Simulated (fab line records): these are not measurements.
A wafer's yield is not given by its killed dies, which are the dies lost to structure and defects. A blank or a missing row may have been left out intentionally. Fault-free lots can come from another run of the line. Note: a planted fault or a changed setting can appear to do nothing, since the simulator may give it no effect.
Tool commonality check / flow gf180mcu / 12 lots, 36 wafers sampled

WHY IT WAS OPENED
At GF_HV_LDD_RS_MEAS_53 the reading HV_LDD_RS is flagged on 2 of 12 lots. Fault-free wafers read 418.1 ohm/sq, with a standard deviation of 0.88.
Rule: a lot is flagged when every wafer of it that has a number lies more than 4 standard deviations from that mean, or none has a number. The other lots count as sound.

lot=L969; measured=day 12 15:30; on=film metro-04; HV_LDD_RS (ohm/sq), wafer by wafer=418.8 418.7 419.2; flag=
lot=L972; measured=day 13 18:16; on=film metro-01; HV_LDD_RS (ohm/sq), wafer by wafer=417.9 417.4 417.8; flag=
lot=L975; measured=day 14 20:51; on=film metro-04; HV_LDD_RS (ohm/sq), wafer by wafer=411.8 412.2 411.5; flag=FLAGGED
lot=L976; measured=day 15 01:47; on=film metro-02; HV_LDD_RS (ohm/sq), wafer by wafer=411.4 412.2 412.3; flag=FLAGGED
lot=L980; measured=day 16 15:34; on=film metro-02; HV_LDD_RS (ohm/sq), wafer by wafer=418.6 417.3 419.3; flag=
lot=L982; measured=day 17 05:21; on=film metro-01; HV_LDD_RS (ohm/sq), wafer by wafer=419.1 419.8 418.0; flag=
lot=L983; measured=day 17 19:15; on=film metro-04; HV_LDD_RS (ohm/sq), wafer by wafer=418.5 418.8 418.4; flag=
lot=L984; measured=day 18 04:01; on=film metro-02; HV_LDD_RS (ohm/sq), wafer by wafer=417.0 417.2 417.6; flag=
lot=L985; measured=day 18 09:56; on=film metro-01; HV_LDD_RS (ohm/sq), wafer by wafer=417.3 418.4 417.6; flag=
lot=L988; measured=day 19 04:19; on=film metro-02; HV_LDD_RS (ohm/sq), wafer by wafer=416.7 418.6 416.9; flag=
lot=L989; measured=day 19 15:11; on=film metro-02; HV_LDD_RS (ohm/sq), wafer by wafer=418.0 417.4 418.0; flag=
lot=L991; measured=day 20 08:32; on=film metro-04; HV_LDD_RS (ohm/sq), wafer by wafer=419.7 418.6 418.4; flag=
On average the flagged lots' numbers are 411.9 ohm/sq, which is -6.2 ohm/sq against the usual, or -7 standard deviations.

TOOL THAT RAN EACH LOT
Before the reading, the record contains 2 process steps out of a 602-step route. Each cell gives the tool, then ch followed by the chambers the sampled wafers passed through, then the start.
lot=L969; flag=; GF_MVSD_STRIP_10=plasma asher-01 ch 0,1, day 4 16:34; GF_HV_LDD_IMPLANT_36=implanter-03 ch 0, day 11 19:38
lot=L972; flag=; GF_MVSD_STRIP_10=plasma asher-04 ch 0,1, day 5 08:58; GF_HV_LDD_IMPLANT_36=implanter-01 ch 0, day 12 21:25
lot=L975; flag=FLAGGED; GF_MVSD_STRIP_10=plasma asher-04 ch 0,1, day 6 03:02; GF_HV_LDD_IMPLANT_36=implanter-04 ch 0, day 14 00:00
lot=L976; flag=FLAGGED; GF_MVSD_STRIP_10=plasma asher-02 ch 0,1, day 6 07:39; GF_HV_LDD_IMPLANT_36=implanter-04 ch 0, day 14 04:57
lot=L980; flag=; GF_MVSD_STRIP_10=plasma asher-04 ch 0,1, day 7 07:40; GF_HV_LDD_IMPLANT_36=implanter-03 ch 0, day 15 17:06
lot=L982; flag=; GF_MVSD_STRIP_10=plasma asher-02 ch 0,1, day 7 21:26; GF_HV_LDD_IMPLANT_36=implanter-01 ch 0, day 16 06:05
lot=L983; flag=; GF_MVSD_STRIP_10=plasma asher-02 ch 0,1, day 8 04:00; GF_HV_LDD_IMPLANT_36=implanter-01 ch 0, day 16 19:45
lot=L984; flag=; GF_MVSD_STRIP_10=plasma asher-02 ch 0,1, day 8 09:17; GF_HV_LDD_IMPLANT_36=implanter-03 ch 0, day 17 04:27
lot=L985; flag=; GF_MVSD_STRIP_10=plasma asher-02 ch 0,1, day 8 16:59; GF_HV_LDD_IMPLANT_36=implanter-04 ch 0, day 17 09:46
lot=L988; flag=; GF_MVSD_STRIP_10=plasma asher-01 ch 0,1, day 9 06:30; GF_HV_LDD_IMPLANT_36=implanter-03 ch 0, day 18 03:37
lot=L989; flag=; GF_MVSD_STRIP_10=plasma asher-01 ch 0,1, day 9 14:03; GF_HV_LDD_IMPLANT_36=implanter-04 ch 0, day 18 14:11
lot=L991; flag=; GF_MVSD_STRIP_10=plasma asher-01 ch 0,1, day 10 00:33; GF_HV_LDD_IMPLANT_36=implanter-03 ch 0, day 19 07:12
What is done by these steps:
- GF_MVSD_STRIP_10: strips in O2/N2.
- GF_HV_LDD_IMPLANT_36
- GF_HV_LDD_RS_MEAS_53: measures by four-point-probe.

FLAGGED AGAINST TOTAL, ONE TOOL AT A TIME (gauges that did the reading follow at the end)
step=GF_MVSD_STRIP_10; tool=plasma asher-01; lots run=4; flagged=0; share of the flagged lots=none; sound lots run after its first flagged lot=-
step=GF_MVSD_STRIP_10; tool=plasma asher-02; lots run=5; flagged=1; share of the flagged lots=some; sound lots run after its first flagged lot=4 (L982,L983,L984,L985)
step=GF_MVSD_STRIP_10; tool=plasma asher-04; lots run=3; flagged=1; share of the flagged lots=some; sound lots run after its first flagged lot=1 (L980)
step=GF_HV_LDD_IMPLANT_36; tool=implanter-01; lots run=3; flagged=0; share of the flagged lots=none; sound lots run after its first flagged lot=-
step=GF_HV_LDD_IMPLANT_36; tool=implanter-03; lots run=5; flagged=0; share of the flagged lots=none; sound lots run after its first flagged lot=-
step=GF_HV_LDD_IMPLANT_36; tool=implanter-04; lots run=4; flagged=2; share of the flagged lots=all; sound lots run after its first flagged lot=2 (L985,L989)
step=GF_HV_LDD_RS_MEAS_53; tool=film metro-01; lots run=3; flagged=0; share of the flagged lots=none; sound lots run after its first flagged lot=-
step=GF_HV_LDD_RS_MEAS_53; tool=film metro-02; lots run=5; flagged=1; share of the flagged lots=some; sound lots run after its first flagged lot=4 (L980,L984,L988,L989)
step=GF_HV_LDD_RS_MEAS_53; tool=film metro-04; lots run=4; flagged=1; share of the flagged lots=some; sound lots run after its first flagged lot=2 (L983,L991)

WHAT THE TABLE PERMITS
1 row of the table ran every flagged lot: implanter-04 at GF_HV_LDD_IMPLANT_36.
- implanter-04 at GF_HV_LDD_IMPLANT_36: 2 of its 4 lots flagged. After the first flagged lot (L985, L989), sound lots still ran on it; a lasting fault on the whole tool would not permit that. Its own readings (beam on s, faraday current uA) fall more than 4 standard deviations out on all wafers of the flagged lots.
Every row of the table either missed a flagged lot or ran a sound lot after the first.

WHAT HAD BEEN PUT IN BY THE SIMULATOR
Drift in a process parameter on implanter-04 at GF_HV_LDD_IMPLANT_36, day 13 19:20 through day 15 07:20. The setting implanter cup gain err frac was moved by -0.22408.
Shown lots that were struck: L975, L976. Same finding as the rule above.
